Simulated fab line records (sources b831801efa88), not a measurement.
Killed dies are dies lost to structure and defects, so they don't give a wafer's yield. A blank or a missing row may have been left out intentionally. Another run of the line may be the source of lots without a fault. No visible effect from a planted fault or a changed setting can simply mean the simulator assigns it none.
fab line records    flow sky130
[record] lots = 24  wafers = 72  last_day = 50
route steps=708 shown LDD_P@265 VIA2@508 VIA3@596 CAP2M@617 METAL4@630 METAL5@677
lots that met no fault: from a run of the same line without faults
start_h: the number of hours between the record's first day and the start of the first shown wafer of the lot    wait_h: how many hours have passed since the lot's step before this one    " identical to the entry in the row above    L1.1+2: several wafers, shown together as one row    - value missing, or start not given    * or withheld: withheld    < > ~ a bound
route shown NAME@n: a module of which the file shows steps, and the number in the route of the first    usual: mean/standard deviation taken from wafers without a fault    same: alike in all rows    chamber/n: place in a boat    sites: readings site by site    _std_site: how widely they spread, as a standard deviation    _edge_site: mean of outer sites minus mean of inner sites    radius_mm: how far each site lies from the wafer's centre    mask NAME#n: copy n    behind: the last tool/chamber to shape the wafer    hold: why the lot was held/for how many hours/how that ended    device: the transistor (n, p or np) that didn't switch    end of line: tests run on the same wafers once the route is complete    for a step that has no rows: nothing shown but its recipe    killed: dies lost to structure and defects at the first sort, not the wafer's yield    map: a wafer's dies, x killed, . not, _ none there
set.NAME: the run value of the setting; set.NAME@STEP: its run value at that earlier step    model.NAME: the simulator's own value behind a step, which no gauge read
route steps across a sampled set of lots; one table per step, one row per wafer
services: the hour from which a tool's chamber was out of use, counted from the record's first day as start_h (under 0 if before that day), plus the number of hours and why
[[steps]]
[step SKY_LDD_P_STRIP_10]
[recipe] chemistry = O2/N2  power_w = 1400  pressure_mtorr = 1500  platen_temp_c = withheld  o2_flow_sccm = 3000  n2_flow_sccm = 300  overash_fraction = 0.5
[usual] drypump_motor_current_A = 5.7/0.37  o2_flow_sccm = 3001/9.7  oes_product_au = 0.716/0.0047  strip_time_to_endpoint_s = 14.19/0.052
lot.wafer  tool             chamber  start_h  wait_h  drypump_motor_current_A  o2_flow_sccm  oes_product_au  rf_hours_counter_h  strip_time_to_endpoint_s
L074.1     plasma_asher-01  1        428.48   0.1     5.1                      3008          0.712           59                  14.10
L074.2     "                0        "        "       5.8                      3004          0.719           59                  14.11
L074.6     "                1        "        "       5.1                      2986          0.707           -                   14.08
L075.2     plasma_asher-01  0        436.60   0.1     5.8                      2994          0.721           60                  14.12
L075.4     "                1        "        "       5.2                      2985          0.717           -                   14.13
L075.5     "                1        "        "       5.2                      3003          0.715           -                   14.14
L076.1     plasma_asher-01  0        444.80   0.1     5.8                      2998          0.721           60                  14.30
L076.5     "                0        "        "       5.9                      2999          0.718           -                   14.29
L076.6     "                1        "        "       5.2                      2999          0.725           -                   14.30
L077.2     plasma_asher-04  0        458.82   0.1     6.2                      2991          0.712           77                  14.20
L077.5     "                0        "        "       6.3                      3007          0.721           -                   14.17
L077.6     "                1        "        "       5.9                      3022          0.716           -                   14.20
L078.3     plasma_asher-04  0        465.73   0.1     6.3                      3015          0.720           -                   14.23
L078.4     "                1        "        "       5.9                      2993          0.714           -                   14.24
L078.6     "                1        "        "       5.9                      3002          0.712           -                   14.20
L079.2     plasma_asher-03  0        479.35   0.1     5.5                      2978          0.711           4                   14.28
L079.3     "                0        "        "       5.6                      2983          0.725           -                   14.27
L079.4     "                1        "        "       6.1                      2996          0.713           -                   14.28
L080.2     plasma_asher-04  1        480.60   0.1     5.9                      3006          0.709           79                  14.29
L080.5     "                1        "        "       6.0                      3003          0.713           -                   14.25
L080.6     "                0        "        "       6.3                      2998          0.713           -                   14.23
L081.1     plasma_asher-01  0        497.97   0.1     5.8                      2998          0.722           66                  14.18
L081.2     "                1        "        "       5.1                      3004          0.704           66                  14.21
L081.6     "                0        "        "       5.8                      3010          0.723           -                   14.17
L082.2     plasma_asher-01  1        514.40   0.1     5.1                      2990          0.710           67                  14.18
L082.4     "                1        "        "       5.2                      2996          0.726           -                   14.18
L082.6     "                1        "        "       5.2                      2997          0.714           -                   14.16
L083.2     plasma_asher-04  0        520.10   0.1     6.2                      3013          0.715           83                  14.22
L083.4     "                1        "        "       5.9                      3011          0.716           -                   14.21
L083.6     "                1        "        "       5.9                      3007          0.707           -                   14.24
L084.2     plasma_asher-03  1        525.45   0.1     6.1                      2986          0.716           9                   14.20
L084.4     "                0        "        "       5.5                      3000          0.714           -                   14.18
L084.6     "                0        "        "       5.5                      2993          0.717           -                   14.20
L085.1     plasma_asher-01  1        529.95   0.1     5.2                      2997          0.713           69                  14.21
L085.4     "                1        "        "       5.2                      2994          0.705           -                   14.25
L085.5     "                1        "        "       5.2                      2996          0.712           -                   14.19
L086.1     plasma_asher-01  0        543.05   0.1     5.8                      2993          0.723           70                  14.13
L086.2     "                1        "        "       5.1                      3015          0.715           70                  14.13
L086.4     "                0        "        "       5.8                      2985          0.712           -                   14.12
L087.3     plasma_asher-04  0        553.63   0.1     6.2                      3002          0.718           -                   14.20
L087.4     "                1        "        "       5.9                      2987          0.715           -                   14.20
L087.6     "                1        "        "       5.9                      3002          0.714           -                   14.22
L088.1     plasma_asher-01  1        555.35   0.1     5.2                      3014          0.719           71                  14.24
L088.4     "                1        "        "       5.1                      3012          0.713           -                   14.22
L088.6     "                1        "        "       5.2                      3005          0.714           -                   14.14
L089.1     plasma_asher-03  1        571.72   0.1     6.0                      3002          0.710           14                  14.22
L089.2     "                0        "        "       5.5                      3017          0.711           14                  14.21
L089.4     "                0        "        "       5.6                      2999          0.715           -                   14.26
L090.2     plasma_asher-01  0        574.40   0.1     5.8                      2996          0.718           73                  14.18
L090.5     "                0        "        "       5.8                      2992          0.707           -                   14.11
L090.6     "                1        "        "       5.2                      2994          0.716           -                   14.15
L091.2     plasma_asher-04  0        585.05   0.1     6.3                      3012          0.716           90                  14.16
L091.3     "                1        "        "       5.9                      2995          0.712           -                   14.19
L091.4     "                0        "        "       6.3                      3009          0.715           -                   14.13
L092.1     plasma_asher-01  1        586.75   0.1     5.1                      2995          0.714           74                  14.17
L092.3     "                0        "        "       5.8                      3017          0.717           -                   14.21
L092.4     "                1        "        "       5.1                      2990          0.714           -                   14.19
L094.2     plasma_asher-03  1        610.20   0.1     6.1                      3007          0.720           17                  14.24
L094.4     "                0        "        "       5.6                      3005          0.714           -                   14.23
L094.6     "                0        "        "       5.6                      3016          0.726           -                   14.27
L093.4     plasma_asher-01  1        614.55   0.1     5.2                      2997          0.717           -                   14.16
L093.5     "                1        "        "       5.2                      3006          0.713           -                   14.19
L093.6     "                0        "        "       5.8                      3000          0.714           -                   14.14
L095.3     plasma_asher-01  0        615.88   0.1     5.8                      2998          0.711           -                   14.14
L095.4     "                1        "        "       5.1                      3002          0.719           -                   14.16
L095.5     "                1        "        "       5.1                      2982          0.711           -                   14.15
L096.4     plasma_asher-03  0        622.90   0.1     5.6                      3003          0.723           -                   14.18
L096.5     "                1        "        "       6.0                      3014          0.710           -                   14.14
L096.6     "                0        "        "       5.6                      3006          0.722           -                   14.18
L097.3     plasma_asher-03  1        628.03   0.1     6.1                      2989          0.726           -                   14.29
L097.4     "                0        "        "       5.5                      2987          0.712           -                   14.23
L097.5     "                0        "        "       5.6                      2997          0.713           -                   14.24
[step SKY_VIA2_THK_MEAS_01]
[recipe] reads = SiO2_of_VIA2_HDPCVD_00
[usual] VIA2_HDPCVD_THK = 1173/13
lot.wafer  tool           chamber  start_h  wait_h  VIA2_HDPCVD_THK[nm]
L074.1     film_metro-03  -        818.51   0.1     1167
L074.2     "              -        "        "       1183
L074.6     "              -        "        "       1164
L075.2     film_metro-01  -        822.76   0.1     1180
L075.4     "              -        "        "       1161
L075.5     "              -        "        "       1171
L076.1     film_metro-03  -        831.46   0.1     1193
L076.5     "              -        "        "       1199
L076.6     "              -        "        "       1176
L077.2     film_metro-04  -        838.82   0.1     1170
L077.5     "              -        "        "       1156
L077.6     "              -        "        "       1180
L078.3     film_metro-01  -        848.66   0.1     1178
L078.4     "              -        "        "       1173
L078.6     "              -        "        "       1180
L079.2     film_metro-01  -        860.03   0.1     1154
L079.3     "              -        "        "       1161
L079.4     "              -        "        "       1154
L080.2     film_metro-04  -        861.39   0.1     1177
L080.5     "              -        "        "       1169
L080.6     "              -        "        "       1188
L081.1     film_metro-01  -        874.52   0.1     1171
L081.2     "              -        "        "       1162
L081.6     "              -        "        "       1171
L082.2     film_metro-04  -        889.07   0.1     1168
L082.4     "              -        "        "       1175
L082.6     "              -        "        "       1188
L083.2     film_metro-03  -        892.59   0.1     1155
L083.4     "              -        "        "       1161
L083.6     "              -        "        "       1160
L084.2     film_metro-04  -        899.84   0.1     1175
L084.4     "              -        "        "       1183
L084.6     "              -        "        "       1183
L085.1     film_metro-04  -        902.86   0.1     1185
L085.4     "              -        "        "       1162
L085.5     "              -        "        "       1176
L086.1     film_metro-04  -        914.83   0.1     1203
L086.2     "              -        "        "       1177
L086.4     "              -        "        "       1191
L087.3     film_metro-04  -        921.53   0.1     1194
L087.4     "              -        "        "       1173
L087.6     "              -        "        "       1184
L088.1     film_metro-03  -        923.89   0.1     1165
L088.4     "              -        "        "       1145
L088.6     "              -        "        "       1152
L089.1     film_metro-01  -        936.83   0.1     1192
L089.2     "              -        "        "       1186
L089.4     "              -        "        "       1186
L090.2     film_metro-04  -        941.49   0.1     1178
L090.5     "              -        "        "       1177
L090.6     "              -        "        "       1187
L091.2     film_metro-01  -        948.68   0.1     1199
L091.3     "              -        "        "       1194
L091.4     "              -        "        "       1201
L092.1     film_metro-04  -        950.45   0.1     1160
L092.3     "              -        "        "       1166
L092.4     "              -        "        "       1180
L094.2     film_metro-03  -        969.99   0.1     1165
L094.4     "              -        "        "       1149
L094.6     "              -        "        "       1150
L093.4     film_metro-04  -        972.13   0.0     1190
L093.5     "              -        "        "       1166
L093.6     "              -        "        "       1161
L095.3     film_metro-03  -        973.25   0.1     1167
L095.4     "              -        "        "       1148
L095.5     "              -        "        "       1160
L096.4     film_metro-04  -        979.00   0.0     1160
L096.5     "              -        "        "       1174
L096.6     "              -        "        "       1165
L097.3     film_metro-03  -        984.01   0.1     1170
L097.4     "              -        "        "       1159
L097.5     "              -        "        "       1172
[step SKY_VIA3_THK_MEAS_23]
[recipe] thk_meas_gauge = xrf  reads = W_of_VIA3_CVD_21
[usual] VIA3_W_THK = 399/5.6
lot.wafer  tool           chamber  start_h  wait_h  VIA3_W_THK[nm]
L074.1     film_metro-01  -        927.08   0.1     396
L074.2     "              -        "        "       393
L074.6     "              -        "        "       398
L075.2     film_metro-03  -        930.50   0.1     397
L075.4     "              -        "        "       394
L075.5     "              -        "        "       393
L076.1     film_metro-01  -        938.99   0.1     398
L076.5     "              -        "        "       394
L076.6     "              -        "        "       400
L077.2     film_metro-02  -        945.73   0.1     409
L077.5     "              -        "        "       406
L077.6     "              -        "        "       411
L078.3     film_metro-02  -        954.21   0.1     399
L078.4     "              -        "        "       403
L078.6     "              -        "        "       399
L079.2     film_metro-02  -        965.03   0.1     397
L079.3     "              -        "        "       401
L079.4     "              -        "        "       402
L080.2     film_metro-03  -        968.46   0.1     393
L080.5     "              -        "        "       396
L080.6     "              -        "        "       393
L081.1     film_metro-01  -        979.24   0.1     396
L081.2     "              -        "        "       397
L081.6     "              -        "        "       394
L082.2     film_metro-02  -        991.68   0.1     406
L082.4     "              -        "        "       400
L082.6     "              -        "        "       402
L083.2     film_metro-02  -        996.61   0.1     404
L083.4     "              -        "        "       404
L083.6     "              -        "        "       406
L084.2     film_metro-03  -        1000.68  0.1     391
L084.4     "              -        "        "       401
L084.6     "              -        "        "       397
L085.1     film_metro-03  -        1004.25  0.1     392
L085.4     "              -        "        "       397
L085.5     "              -        "        "       396
L086.1     film_metro-02  -        1015.45  0.1     399
L086.2     "              -        "        "       401
L086.4     "              -        "        "       394
L087.3     film_metro-01  -        1022.30  0.1     400
L087.4     "              -        "        "       400
L087.6     "              -        "        "       406
L088.1     film_metro-03  -        1024.85  0.1     390
L088.4     "              -        "        "       389
L088.6     "              -        "        "       396
L089.1     film_metro-02  -        1035.67  0.1     404
L089.2     "              -        "        "       399
L089.4     "              -        "        "       405
L090.2     film_metro-03  -        1039.22  0.1     398
L090.5     "              -        "        "       397
L090.6     "              -        "        "       391
L091.2     film_metro-01  -        1046.61  0.1     395
L091.3     "              -        "        "       403
L091.4     "              -        "        "       402
L092.1     film_metro-02  -        1049.47  0.1     397
L092.3     "              -        "        "       404
L092.4     "              -        "        "       402
L094.2     film_metro-03  -        1066.98  0.1     390
L094.4     "              -        "        "       398
L094.6     "              -        "        "       392
L093.4     film_metro-03  -        1068.48  0.1     395
L093.5     "              -        "        "       401
L093.6     "              -        "        "       391
L095.3     film_metro-01  -        1069.35  0.1     399
L095.4     "              -        "        "       402
L095.5     "              -        "        "       401
L096.4     film_metro-01  -        1074.94  0.1     402
L096.5     "              -        "        "       410
L096.6     "              -        "        "       400
L097.3     film_metro-02  -        1078.87  0.1     402
L097.4     "              -        "        "       405
L097.5     "              -        "        "       399
[step SKY_CAP2M_STRIP_14]
[recipe] chemistry = O2/N2  power_w = 1400  pressure_mtorr = 1500  platen_temp_c = withheld  o2_flow_sccm = 3000  n2_flow_sccm = 300  overash_fraction = 0.5
[usual] drypump_motor_current_A = 5.7/0.34  o2_flow_sccm = 3000/10  oes_product_au = 0.710/0.0048  strip_time_to_endpoint_s = 12.66/0.052
lot.wafer  tool             chamber  start_h  wait_h  drypump_motor_current_A  o2_flow_sccm  oes_product_au  rf_hours_counter_h  strip_time_to_endpoint_s
L074.1     plasma_asher-02  1        951.96   0.1     6.1                      2998          0.710           84                  12.68
L074.2     "                0        "        "       5.5                      2996          0.714           84                  12.67
L074.6     "                1        "        "       6.2                      3016          0.712           -                   12.68
L075.2     plasma_asher-01  1        954.73   0.1     5.1                      3002          0.708           114                 12.54
L075.4     "                0        "        "       5.8                      3001          0.718           -                   12.53
L075.5     "                1        "        "       5.2                      3018          0.714           -                   12.56
L076.1     plasma_asher-01  1        963.11   0.1     5.2                      2997          0.709           114                 12.66
L076.5     "                1        "        "       5.2                      2998          0.707           -                   12.69
L076.6     "                0        "        "       5.8                      2995          0.713           -                   12.70
L077.2     plasma_asher-02  0        970.21   0.1     5.5                      2989          0.704           85                  12.77
L077.5     "                0        "        "       5.5                      2986          0.712           -                   12.67
L077.6     "                1        "        "       6.1                      2992          0.711           -                   12.77
L078.3     plasma_asher-01  1        978.67   0.1     5.1                      2995          0.709           -                   12.69
L078.4     "                0        "        "       5.8                      3008          0.709           -                   12.71
L078.6     "                1        "        "       5.1                      3002          0.712           -                   12.71
L079.2     plasma_asher-02  0        989.08   0.1     5.5                      3002          0.707           87                  12.67
L079.3     "                0        "        "       5.5                      3004          0.712           -                   12.62
L079.4     "                1        "        "       6.2                      3014          0.709           -                   12.69
L080.2     plasma_asher-02  1        993.11   0.1     6.1                      2999          0.715           88                  12.62
L080.5     "                0        "        "       5.5                      2996          0.709           -                   12.64
L080.6     "                1        "        "       6.2                      2996          0.710           -                   12.58
L081.1     plasma_asher-02  1        1004.34  0.1     6.2                      2996          0.713           89                  12.70
L081.2     "                0        "        "       5.5                      2997          0.715           89                  12.65
L081.6     "                0        "        "       5.5                      3002          0.717           -                   12.67
L082.2     plasma_asher-02  0        1015.23  0.1     5.5                      2994          0.710           90                  12.69
L082.4     "                0        "        "       5.5                      3007          0.706           -                   12.65
L082.6     "                1        "        "       6.1                      2991          0.715           -                   12.60
L083.2     plasma_asher-02  0        1020.59  0.1     5.5                      2995          0.718           90                  12.60
L083.4     "                0        "        "       5.5                      3001          0.715           -                   12.68
L083.6     "                1        "        "       6.1                      3010          0.703           -                   12.68
L084.2     plasma_asher-02  0        1024.42  0.1     5.5                      3017          0.706           91                  12.62
L084.4     "                0        "        "       5.5                      3009          0.716           -                   12.64
L084.6     "                0        "        "       5.5                      3010          0.709           -                   12.70
L085.1     plasma_asher-01  0        1026.93  0.1     5.8                      2996          0.707           120                 12.63
L085.4     "                1        "        "       5.2                      2999          0.713           -                   12.69
L085.5     "                1        "        "       5.2                      3011          0.710           -                   12.61
L086.1     plasma_asher-03  0        1038.08  0.1     5.6                      3016          0.707           59                  12.76
L086.2     "                1        "        "       6.0                      2997          0.699           59                  12.72
L086.4     "                1        "        "       6.0                      2991          0.718           -                   12.77
L087.3     plasma_asher-01  1        1045.56  0.1     5.2                      3000          0.718           -                   12.64
L087.4     "                0        "        "       5.8                      2993          0.708           -                   12.68
L087.6     "                0        "        "       5.8                      2999          0.705           -                   12.69
L088.1     plasma_asher-01  1        1048.08  0.1     5.2                      3005          0.712           122                 12.64
L088.4     "                1        "        "       5.2                      2999          0.711           -                   12.62
L088.6     "                0        "        "       5.8                      3008          0.706           -                   12.64
L089.1     plasma_asher-03  0        1058.19  0.1     5.6                      2980          0.706           62                  12.66
L089.2     "                1        "        "       6.1                      2987          0.702           62                  12.66
L089.4     "                1        "        "       6.1                      3010          0.710           -                   12.67
L090.2     plasma_asher-02  1        1061.95  0.1     6.1                      3026          0.713           95                  12.68
L090.5     "                1        "        "       6.1                      3005          0.702           -                   12.62
L090.6     "                0        "        "       5.5                      3016          0.707           -                   12.61
L091.2     plasma_asher-03  0        1069.19  0.1     5.6                      2988          0.712           63                  12.65
L091.3     "                0        "        "       5.6                      2984          0.714           -                   12.64
L091.4     "                1        "        "       6.0                      2989          0.706           -                   12.67
L092.1     plasma_asher-02  1        1071.62  0.1     6.2                      2992          0.717           96                  12.54
L092.3     "                0        "        "       5.5                      2997          0.706           -                   12.64
L092.4     "                1        "        "       6.1                      2977          0.706           -                   12.64
L094.2     plasma_asher-03  1        1088.21  0.1     6.1                      2989          0.712           65                  12.70
L094.4     "                1        "        "       6.0                      2991          0.711           -                   12.69
L094.6     "                1        "        "       6.1                      2983          0.703           -                   12.60
L093.4     plasma_asher-03  0        1089.45  0.1     5.6                      2994          0.702           -                   12.55
L093.5     "                0        "        "       5.6                      3004          0.701           -                   12.58
L093.6     "                1        "        "       6.1                      3023          0.717           -                   12.58
L095.3     plasma_asher-03  1        1091.30  0.1     6.0                      3007          0.710           -                   12.63
L095.4     "                0        "        "       5.6                      3000          0.707           -                   12.62
L095.5     "                1        "        "       6.1                      3011          0.714           -                   12.68
L096.4     plasma_asher-01  0        1096.01  0.1     5.8                      2996          0.706           -                   12.63
L096.5     "                0        "        "       5.8                      3003          0.709           -                   12.67
L096.6     "                1        "        "       5.2                      3008          0.714           -                   12.64
L097.3     plasma_asher-02  1        1100.26  0.1     6.2                      3002          0.717           -                   12.69
L097.4     "                0        "        "       5.5                      2994          0.724           -                   12.66
L097.5     "                1        "        "       6.1                      3010          0.709           -                   12.72
[step SKY_METAL4_OVL_MEAS_14]
[usual] METAL4_OVL = 3/5.8
lot.wafer  tool        chamber  start_h  wait_h  METAL4_OVL[nm]
L074.1     overlay-02  -        975.99   0.1     5
L074.2     "           -        "        "       1
L074.6     "           -        "        "       4
L075.2     overlay-02  -        979.17   0.1     13
L075.4     "           -        "        "       11
L075.5     "           -        "        "       4
L076.1     overlay-01  -        987.46   0.1     3
L076.5     "           -        "        "       3
L076.6     "           -        "        "       -2
L077.2     overlay-01  -        994.67   0.1     1
L077.5     "           -        "        "       1
L077.6     "           -        "        "       5
L078.3     overlay-02  -        1002.62  0.1     3
L078.4     "           -        "        "       3
L078.6     "           -        "        "       7
L079.2     overlay-02  -        1012.82  0.1     6
L079.3     "           -        "        "       1
L079.4     "           -        "        "       3
L080.2     overlay-01  -        1016.95  0.1     16
L080.5     "           -        "        "       16
L080.6     "           -        "        "       14
L081.1     overlay-01  -        1027.66  0.1     1
L081.2     "           -        "        "       -3
L081.6     "           -        "        "       -3
L082.2     overlay-02  -        1038.27  0.1     1
L082.4     "           -        "        "       -2
L082.6     "           -        "        "       10
L083.2     overlay-02  -        1043.80  0.1     4
L083.4     "           -        "        "       3
L083.6     "           -        "        "       7
L084.2     overlay-02  -        1046.97  0.1     -5
L084.4     "           -        "        "       4
L084.6     "           -        "        "       5
L085.1     overlay-01  -        1049.70  0.1     0
L085.4     "           -        "        "       3
L085.5     "           -        "        "       -6
L086.1     overlay-02  -        1061.01  0.1     14
L086.2     "           -        "        "       -1
L086.4     "           -        "        "       -5
L087.3     overlay-01  -        1067.96  0.1     -2
L087.4     "           -        "        "       -4
L087.6     "           -        "        "       -3
L088.1     overlay-01  -        1070.76  0.1     -2
L088.4     "           -        "        "       -7
L088.6     "           -        "        "       -1
L089.1     overlay-01  -        1078.86  0.1     13
L089.2     "           -        "        "       14
L089.4     "           -        "        "       7
L090.2     overlay-01  -        1083.82  0.1     13
L090.5     "           -        "        "       -1
L090.6     "           -        "        "       4
L091.2     overlay-02  -        1090.57  0.1     4
L091.3     "           -        "        "       3
L091.4     "           -        "        "       -2
L092.1     overlay-01  -        1092.91  0.1     4
L092.3     "           -        "        "       0
L092.4     "           -        "        "       6
L094.2     overlay-02  -        1109.32  0.1     4
L094.4     "           -        "        "       2
L094.6     "           -        "        "       -2
L093.4     overlay-01  -        1109.91  0.1     8
L093.5     "           -        "        "       -1
L093.6     "           -        "        "       6
L095.3     overlay-02  -        1111.38  0.1     -5
L095.4     "           -        "        "       4
L095.5     "           -        "        "       0
L096.4     overlay-01  -        1116.63  0.1     2
L096.5     "           -        "        "       -4
L096.6     "           -        "        "       -9
L097.3     overlay-02  -        1120.58  0.1     8
L097.4     "           -        "        "       9
L097.5     "           -        "        "       7
[step SKY_METAL5_STRIP_16]
[recipe] chemistry = O2/N2  power_w = 1400  pressure_mtorr = 1500  platen_temp_c = withheld  o2_flow_sccm = 3000  n2_flow_sccm = 300  overash_fraction = 0.5
[usual] drypump_motor_current_A = 5.94/0.28  o2_flow_sccm = 3001/8.5  oes_product_au = 0.710/0.0046  strip_time_to_endpoint_s = 12.96/0.17
lot.wafer  tool             chamber  start_h  wait_h  drypump_motor_current_A  o2_flow_sccm  oes_product_au  rf_hours_counter_h  strip_time_to_endpoint_s
L074.1     plasma_asher-04  1        1025.21  0.2     5.92                     2988          0.706           29                  12.91
L074.2     "                0        "        "       6.25                     3005          0.712           29                  12.74
L074.6     "                0        "        "       6.23                     3006          0.705           -                   12.77
L075.2     plasma_asher-03  0        1028.54  0.2     5.59                     3007          0.706           59                  13.07
L075.4     "                1        "        "       6.03                     2993          0.705           -                   12.85
L075.5     "                1        "        "       6.03                     3005          0.697           -                   12.78
L076.1     plasma_asher-04  1        1036.16  0.2     5.93                     2998          0.711           30                  12.89
L076.5     "                0        "        "       6.23                     3019          0.706           -                   12.97
L076.6     "                1        "        "       5.94                     3000          0.712           -                   13.13
L077.2     plasma_asher-03  0        1043.21  0.2     5.56                     3006          0.706           60                  13.03
L077.5     "                1        "        "       6.04                     2996          0.710           -                   12.93
L077.6     "                0        "        "       5.59                     2999          0.706           -                   12.79
L078.3     plasma_asher-04  1        1050.07  0.1     5.93                     2996          0.711           -                   12.85
L078.4     "                0        "        "       6.25                     3010          0.715           -                   13.00
L078.6     "                1        "        "       5.94                     2991          0.708           -                   12.82
L079.2     plasma_asher-03  1        1060.69  0.2     6.06                     3006          0.716           62                  13.13
L079.3     "                1        "        "       6.04                     2999          0.710           -                   13.15
L079.4     "                0        "        "       5.53                     2999          0.715           -                   13.21
L080.2     plasma_asher-02  0        1063.97  0.2     5.51                     2990          0.712           95                  12.77
L080.5     "                0        "        "       5.48                     2984          0.714           -                   12.91
L080.6     "                1        "        "       6.16                     3014          0.711           -                   12.85
L081.1     plasma_asher-04  1        1074.51  0.2     5.92                     3002          0.716           34                  12.93
L081.2     "                0        "        "       6.27                     2986          0.707           34                  12.92
L081.6     "                1        "        "       5.90                     3000          0.718           -                   12.81
L082.2     plasma_asher-04  1        1085.03  0.2     5.92                     2992          0.718           35                  13.24
L082.4     "                0        "        "       6.23                     2986          0.713           -                   13.21
L082.6     "                1        "        "       5.91                     3006          0.717           -                   13.25
L083.2     plasma_asher-04  1        1088.41  0.2     5.94                     2997          0.710           35                  12.82
L083.4     "                0        "        "       6.26                     2996          0.715           -                   12.92
L083.6     "                0        "        "       6.24                     2986          0.705           -                   12.86
L084.2     plasma_asher-02  1        1092.93  0.2     6.14                     3010          0.715           98                  12.81
L084.4     "                0        "        "       5.49                     2996          0.705           -                   12.80
L084.6     "                0        "        "       5.52                     2990          0.720           -                   12.85
L085.1     plasma_asher-04  0        1094.06  0.2     6.25                     3006          0.705           36                  12.89
L085.4     "                0        "        "       6.24                     3010          0.708           -                   13.09
L085.5     "                1        "        "       5.92                     3001          0.706           -                   12.98
L086.1     plasma_asher-02  0        1106.94  0.2     5.49                     3010          0.718           99                  13.27
L086.2     "                1        "        "       6.14                     2995          0.712           99                  13.21
L086.4     "                1        "        "       6.16                     3008          0.714           -                   13.28
L087.3     plasma_asher-04  1        1110.95  0.1     5.94                     2998          0.709           -                   13.01
L087.4     "                0        "        "       6.24                     3003          0.700           -                   13.07
L087.6     "                1        "        "       5.92                     2999          0.714           -                   13.07
L088.1     plasma_asher-04  1        1114.98  0.2     5.93                     3003          0.702           38                  13.32
L088.4     "                1        "        "       5.92                     2990          0.712           -                   13.20
L088.6     "                1        "        "       5.95                     3000          0.710           -                   13.17
L089.1     plasma_asher-02  1        1121.79  0.2     6.15                     3001          0.702           101                 12.84
L089.2     "                0        "        "       5.49                     2985          0.709           101                 13.16
L089.4     "                0        "        "       5.49                     2986          0.709           -                   12.87
L090.2     plasma_asher-03  1        1127.19  0.2     6.04                     3005          0.704           68                  12.86
L090.5     "                1        "        "       6.00                     3006          0.713           -                   12.87
L090.6     "                0        "        "       5.55                     3007          0.705           -                   12.75
L091.2     plasma_asher-02  1        1132.66  0.2     6.14                     3010          0.709           102                 12.72
L091.3     "                1        "        "       6.13                     3022          0.703           -                   12.82
L091.4     "                0        "        "       5.50                     3023          0.708           -                   12.97
L092.1     plasma_asher-02  1        1134.88  0.2     6.12                     2985          0.710           102                 12.77
L092.3     "                0        "        "       5.51                     2998          0.720           -                   12.82
L092.4     "                1        "        "       6.14                     2995          0.718           -                   12.90
L094.2     plasma_asher-04  0        1150.69  0.2     6.22                     2989          0.711           40                  12.89
L094.4     "                0        "        "       6.25                     2988          0.708           -                   12.99
L094.6     "                0        "        "       6.23                     2983          0.709           -                   12.81
L093.4     plasma_asher-04  0        1151.68  0.1     6.24                     3005          0.704           -                   13.24
L093.5     "                1        "        "       5.93                     2988          0.711           -                   13.20
L093.6     "                0        "        "       6.25                     3008          0.713           -                   13.09
L095.3     plasma_asher-02  1        1151.98  0.1     6.14                     3000          0.710           -                   12.78
L095.4     "                0        "        "       5.53                     3019          0.709           -                   13.02
L095.5     "                1        "        "       6.13                     2998          0.708           -                   12.77
L096.4     plasma_asher-02  1        1157.22  0.1     6.17                     3007          0.708           -                   12.69
L096.5     "                0        "        "       5.51                     3001          0.710           -                   12.85
L096.6     "                1        "        "       6.13                     3001          0.716           -                   12.81
L097.3     plasma_asher-03  1        1160.35  0.1     6.06                     3006          0.716           -                   12.78
L097.4     "                0        "        "       5.59                     2995          0.721           -                   12.95
L097.5     "                0        "        "       5.53                     3007          0.710           -                   13.03
[[services]]
tool             chamber  start_h  hours  kind
plasma_asher-03  -        421.25   9.0    pm
plasma_asher-01  -        526.97   2.2    repair
plasma_asher-03  -        572.16   2.1    repair
plasma_asher-02  -        574.84   2.2    repair
plasma_asher-04  -        601.37   9.2    pm
plasma_asher-03  -        602.22   2.1    repair
plasma_asher-04  -        664.44   42.7   repair
plasma_asher-01  -        708.94   3.8    repair
plasma_asher-04  -        733.75   9.0    pm
plasma_asher-04  -        751.71   2.4    repair
plasma_asher-04  -        781.29   1.2    repair
plasma_asher-03  -        828.12   33.1   repair
plasma_asher-02  -        837.41   15.6   pm
plasma_asher-01  -        876.12   0.8    repair
plasma_asher-04  -        893.72   2.8    pm
plasma_asher-01  -        924.56   2.5    repair
plasma_asher-01  -        973.02   2.8    repair
plasma_asher-01  -        1055.25  9.0    pm
plasma_asher-01  0        1055.25  9.0    vent_cycle
plasma_asher-01  1        1055.25  9.0    vent_cycle
plasma_asher-01  0        1064.25  -      clean
plasma_asher-01  1        1064.25  -      clean
plasma_asher-04  -        1120.57  14.6   pm
plasma_asher-02  -        1125.64  0.7    repair
[[key]]
fault none
